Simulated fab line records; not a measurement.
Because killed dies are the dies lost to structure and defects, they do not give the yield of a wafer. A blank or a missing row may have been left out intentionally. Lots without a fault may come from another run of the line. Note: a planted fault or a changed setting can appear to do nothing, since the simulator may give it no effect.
What tool caused it? | flow sky130 | Sampling: 13 lots, 39 wafers, 6 of 708 route steps

== WHAT EACH GAUGE READ, for each wafer ==
SKY_VT_ADJUST_LVTN_TW_MEAS_10.
lot  | measured     | on            | VT_ADJUST_LVTN_TW
L923 | day 7 08:16  | film_metro-01 | 237.9 236.8 236.0
L925 | day 8 00:28  | film_metro-01 | 236.3 237.9 236.4
L928 | day 8 13:55  | film_metro-03 | 29.6 29.6 29.8
L927 | day 8 14:34  | film_metro-03 | 239.3 237.0 238.7
L930 | day 9 04:56  | film_metro-02 | 236.6 235.2 235.7
L938 | day 11 05:16 | film_metro-03 | 237.6 238.5 238.2
L939 | day 11 12:09 | film_metro-02 | 235.6 236.1 236.8
L940 | day 11 14:27 | film_metro-02 | 235.2 236.0 234.7
L941 | day 12 01:34 | film_metro-02 | 238.1 238.5 236.7
L942 | day 12 02:54 | film_metro-01 | 236.6 236.4 236.6
L943 | day 12 12:56 | film_metro-02 | 236.6 236.5 237.3
L945 | day 12 19:01 | film_metro-02 | 236.1 237.4 237.7
L946 | day 13 09:03 | film_metro-02 | 235.9 235.9 236.0

== EACH LOT AND THE TOOL THAT RAN IT (in order: tool; ch and the chambers of the sampled wafers; start) ==
lot  | SKY_FIELD_ISO_ETCH_15             | SKY_FIELD_ISO_CMP_27         | SKY_NWELL_RTA_28                 | SKY_VT_ADJUST_HVTP_STRIP_10          | SKY_VT_ADJUST_LVTN_STRIP_09
L923 | rie_diel-01 ch 0,2,3, day 2 05:00 | cmp-02 ch 0,2,3, day 2 18:25 | rtp_anneal-01 ch 0, day 5 17:58  | plasma_asher-01 ch 0,1, day 6 12:53  | plasma_asher-03 ch 0,1, day 7 08:10
L925 | rie_diel-01 ch 0,1,2, day 2 18:39 | cmp-01 ch 0,2,3, day 3 05:32 | rtp_anneal-02 ch 0, day 6 08:26  | plasma_asher-01 ch 0,1, day 7 04:41  | plasma_asher-01 ch 1, day 8 00:22
L928 | rie_diel-04 ch 2,3, day 3 07:33   | cmp-01 ch 2,3, day 3 21:01   | rtp_anneal-01 ch 0, day 6 21:47  | plasma_asher-04 ch 0,1, day 7 17:25  | plasma_asher-01 ch 0, day 8 13:49
L927 | rie_diel-02 ch 0,1,2, day 3 08:05 | cmp-02 ch 0,1,2, day 3 20:58 | rtp_anneal-01 ch 0, day 6 22:17  | plasma_asher-01 ch 0,1, day 7 18:14  | plasma_asher-02 ch 0,1, day 8 14:27
L930 | rie_diel-04 ch 0,1,2, day 3 17:20 | cmp-01 ch 0,2,3, day 4 05:18 | rtp_anneal-01 ch 0, day 7 11:34  | plasma_asher-02 ch 0,1, day 8 07:20  | plasma_asher-03 ch 0,1, day 9 04:49
L938 | rie_diel-01 ch 0,1,3, day 5 09:20 | cmp-01 ch 0,1,3, day 5 19:55 | rtp_anneal-02 ch 0, day 9 07:27  | plasma_asher-01 ch 1, day 10 06:02   | plasma_asher-01 ch 0, day 11 05:09
L939 | rie_diel-01 ch 1,3, day 5 22:29   | cmp-02 ch 0,3, day 6 02:23   | rtp_anneal-01 ch 0, day 9 13:01  | plasma_asher-02 ch 0,1, day 10 11:53 | plasma_asher-01 ch 0,1, day 11 12:03
L940 | rie_diel-02 ch 0,2,3, day 5 22:50 | cmp-02 ch 2,3, day 6 03:10   | rtp_anneal-02 ch 0, day 9 15:26  | plasma_asher-01 ch 0,1, day 10 14:31 | plasma_asher-03 ch 0,1, day 11 14:21
L941 | rie_diel-04 ch 0,1, day 6 08:54   | cmp-01 ch 2,3, day 6 12:44   | rtp_anneal-01 ch 0, day 10 01:26 | plasma_asher-04 ch 0, day 11 01:41   | plasma_asher-02 ch 0,1, day 12 01:28
L942 | rie_diel-01 ch 1,2,3, day 6 09:24 | cmp-02 ch 0,1,3, day 6 13:58 | rtp_anneal-02 ch 0, day 10 02:37 | plasma_asher-01 ch 0,1, day 11 02:56 | plasma_asher-01 ch 0,1, day 12 02:48
L943 | rie_diel-01 ch 0,2,3, day 6 16:05 | cmp-02 ch 0,2,3, day 6 20:48 | rtp_anneal-02 ch 0, day 10 11:44 | plasma_asher-04 ch 0,1, day 11 12:10 | plasma_asher-01 ch 0,1, day 12 12:50
L945 | rie_diel-04 ch 0,3, day 6 22:51   | cmp-01 ch 0,1,3, day 7 02:32 | rtp_anneal-02 ch 0, day 10 18:02 | plasma_asher-02 ch 0,1, day 11 18:13 | plasma_asher-03 ch 0,1, day 12 18:54
L946 | rie_diel-02 ch 1,2,3, day 7 04:15 | cmp-02 ch 1,2,3, day 7 10:52 | rtp_anneal-01 ch 0, day 11 07:35 | plasma_asher-04 ch 0,1, day 12 08:05 | plasma_asher-03 ch 0,1, day 13 08:57
- SKY_FIELD_ISO_ETCH_15: etches the open film in CHF3/O2, stops on Si, target depth 180 nm, time 72 s.
- SKY_FIELD_ISO_CMP_27: polishes, stops on Si3N4, t overpolish 16 s, target thk 457.8 nm.
- SKY_NWELL_RTA_28: time 30 s.
- SKY_VT_ADJUST_HVTP_STRIP_10: strips in O2/N2.
- SKY_VT_ADJUST_LVTN_STRIP_09: strips in O2/N2.

== WHAT THE TOOLS THEMSELVES READ (means of the sampled wafers that have a number; where no wafer has one, the mark that the record gives instead) ==
SKY_FIELD_ISO_ETCH_15.
lot  | tool        | O2_flow_sccm (sccm) | chf3_flow_sccm (sccm) | drypump_motor_current_A (A) | oes_product_au (a.u.) | rf_fwd_power_W (W) | throttle_valve_pct (%)
L923 | rie_diel-01 | 5.013               | 50.04                 | 5.8                         | 0.937                 | 596.6              | 8.842
L925 | rie_diel-01 | 4.999               | 50.10                 | 5.7                         | 0.946                 | 597.6              | 8.842
L928 | rie_diel-04 | 4.992               | 50.25                 | 6.0                         | 0.941                 | 593.7              | 8.839
L927 | rie_diel-02 | 5.002               | 50.13                 | 5.8                         | 0.940                 | 595.0              | 8.836
L930 | rie_diel-04 | 5.000               | 50.01                 | 5.6                         | 0.949                 | 591.9              | 8.851
L938 | rie_diel-01 | 5.000               | 49.98                 | 5.2                         | 0.945                 | 597.5              | 8.846
L939 | rie_diel-01 | 4.991               | 50.15                 | 4.9                         | 0.948                 | 596.5              | 8.835
L940 | rie_diel-02 | 4.997               | 49.95                 | 5.8                         | 0.943                 | 595.9              | 8.842
L941 | rie_diel-04 | 5.008               | 49.94                 | 5.5                         | 0.945                 | 593.6              | 8.847
L942 | rie_diel-01 | 4.996               | 50.04                 | 5.6                         | 0.939                 | 594.5              | 8.847
L943 | rie_diel-01 | 5.009               | 50.06                 | 5.8                         | 0.954                 | 594.9              | 8.852
L945 | rie_diel-04 | 4.994               | 49.95                 | 5.9                         | 0.938                 | 595.6              | 8.840
L946 | rie_diel-02 | 4.996               | 49.94                 | 5.5                         | 0.936                 | 597.0              | 8.842

SKY_FIELD_ISO_CMP_27.
lot  | tool   | head_pressure_psi (psi) | motor_current_A (A) | overpolish_run_s (s) | slurry_filter_dp_kPa (kPa) | time_to_endpoint_s (s)
L923 | cmp-02 | 4.001                   | 12.0                | 16.005               | 13.56                      | 118
L925 | cmp-01 | 4.011                   | 11.2                | 16.001               | 13.46                      | 113
L928 | cmp-01 | 3.995                   | 9.6                 | 15.994               | 13.46                      | 115
L927 | cmp-02 | 4.005                   | 12.3                | 16.000               | 13.67                      | 113
L930 | cmp-01 | 4.000                   | 11.4                | 16.000               | 13.61                      | 114
L938 | cmp-01 | 3.988                   | 12.8                | 16.005               | 13.58                      | 113
L939 | cmp-02 | 3.995                   | 12.3                | 15.997               | 13.61                      | 112
L940 | cmp-02 | 4.003                   | 12.3                | 16.002               | 13.63                      | 110
L941 | cmp-01 | 4.001                   | 9.8                 | 15.998               | 13.47                      | 112
L942 | cmp-02 | 3.987                   | 12.2                | 16.012               | 13.61                      | 114
L943 | cmp-02 | 3.999                   | 12.2                | 15.993               | 13.48                      | 117
L945 | cmp-01 | 3.996                   | 12.6                | 15.992               | 13.41                      | 111
L946 | cmp-02 | 3.999                   | 11.5                | 16.013               | 13.51                      | 114

SKY_NWELL_RTA_28.
lot  | tool          | lamp_power_pct (%) | wafer_temp_C_max
L923 | rtp_anneal-01 | 25.25              | 1055.2
L925 | rtp_anneal-02 | 25.32              | 1055.5
L928 | rtp_anneal-01 | 25.29              | 1053.7
L927 | rtp_anneal-01 | 25.28              | 1053.8
L930 | rtp_anneal-01 | 25.30              | 1054.4
L938 | rtp_anneal-02 | 25.27              | 1055.1
L939 | rtp_anneal-01 | 25.32              | 1054.8
L940 | rtp_anneal-02 | 25.30              | 1055.6
L941 | rtp_anneal-01 | 25.31              | 1054.4
L942 | rtp_anneal-02 | 25.35              | 1055.2
L943 | rtp_anneal-02 | 25.30              | 1054.4
L945 | rtp_anneal-02 | 25.30              | 1054.3
L946 | rtp_anneal-01 | 25.29              | 1054.8

SKY_VT_ADJUST_HVTP_STRIP_10.
lot  | tool            | drypump_motor_current_A (A) | oes_product_au (a.u.) | strip_time_to_endpoint_s (s)
L923 | plasma_asher-01 | 5.3                         | 0.718                 | 14.20
L925 | plasma_asher-01 | 5.3                         | 0.713                 | 14.18
L928 | plasma_asher-04 | 5.5                         | 0.923                 | -
L927 | plasma_asher-01 | 5.4                         | 0.717                 | 14.18
L930 | plasma_asher-02 | 5.7                         | 0.719                 | 14.15
L938 | plasma_asher-01 | 5.3                         | 0.715                 | 14.19
L939 | plasma_asher-02 | 5.7                         | 0.716                 | 14.16
L940 | plasma_asher-01 | 5.4                         | 0.716                 | 14.18
L941 | plasma_asher-04 | 5.4                         | 0.716                 | 14.18
L942 | plasma_asher-01 | 5.4                         | 0.715                 | 14.16
L943 | plasma_asher-04 | 5.7                         | 0.718                 | 14.21
L945 | plasma_asher-02 | 6.0                         | 0.712                 | 14.18
L946 | plasma_asher-04 | 5.5                         | 0.716                 | 14.16

SKY_VT_ADJUST_LVTN_STRIP_09.
lot  | tool            | drypump_motor_current_A (A) | oes_product_au (a.u.) | strip_time_to_endpoint_s (s)
L923 | plasma_asher-03 | 5.3                         | 0.720                 | 37.00
L925 | plasma_asher-01 | 5.3                         | 0.724                 | 36.83
L928 | plasma_asher-01 | 5.4                         | 0.726                 | 45.29
L927 | plasma_asher-02 | 5.7                         | 0.722                 | 36.80
L930 | plasma_asher-03 | 5.4                         | 0.725                 | 36.85
L938 | plasma_asher-01 | 5.4                         | 0.722                 | 36.83
L939 | plasma_asher-01 | 5.4                         | 0.720                 | 36.88
L940 | plasma_asher-03 | 5.4                         | 0.723                 | 36.87
L941 | plasma_asher-02 | 6.1                         | 0.725                 | 36.94
L942 | plasma_asher-01 | 5.3                         | 0.719                 | 36.94
L943 | plasma_asher-01 | 5.3                         | 0.726                 | 36.99
L945 | plasma_asher-03 | 5.4                         | 0.720                 | 36.79
L946 | plasma_asher-03 | 5.4                         | 0.725                 | 36.79

== THE ANSWER, worked out from the rows above alone ==
Rule: the lots themselves supply what counts as usual. Put in order of their means at a reading, lots are off if they are a third of the lots or fewer, leave a main group of 4 or more, and stand apart from it by a gap of 3 or more times the standard deviation of the main group's means; of several such gaps the widest counts. A main group is skipped when, at the precision printed for the reading in the tables above, its means are all equal. A lot without any number at a reading at which 4 lots or more have one is off too. Where the step has rows for the other lots, those lots are counted as sound. First the gauges in route order, then the tools' own readings, where a lot's mean is used as printed above. At the first step where some lot is off, the reading lying furthest off is the one used; lots without a number count as furthest.
Off: L928, seen at SKY_VT_ADJUST_LVTN_TW_MEAS_10 (VT_ADJUST_LVTN_TW). The main group: mean 236.8, standard deviation 0.89.
If a tool, at a process step before that reading, ran all the lots that are off and no sound lot after the first of them, it fits. The gauges at SKY_VT_ADJUST_LVTN_TW_MEAS_10 aren't tried: what is off there is off at SKY_VT_ADJUST_HVTP_STRIP_10 too, on other tools, and a gauge's error can't cause that. No candidate that was tried fits.

== WHAT THE SIMULATOR HAD PUT IN ==
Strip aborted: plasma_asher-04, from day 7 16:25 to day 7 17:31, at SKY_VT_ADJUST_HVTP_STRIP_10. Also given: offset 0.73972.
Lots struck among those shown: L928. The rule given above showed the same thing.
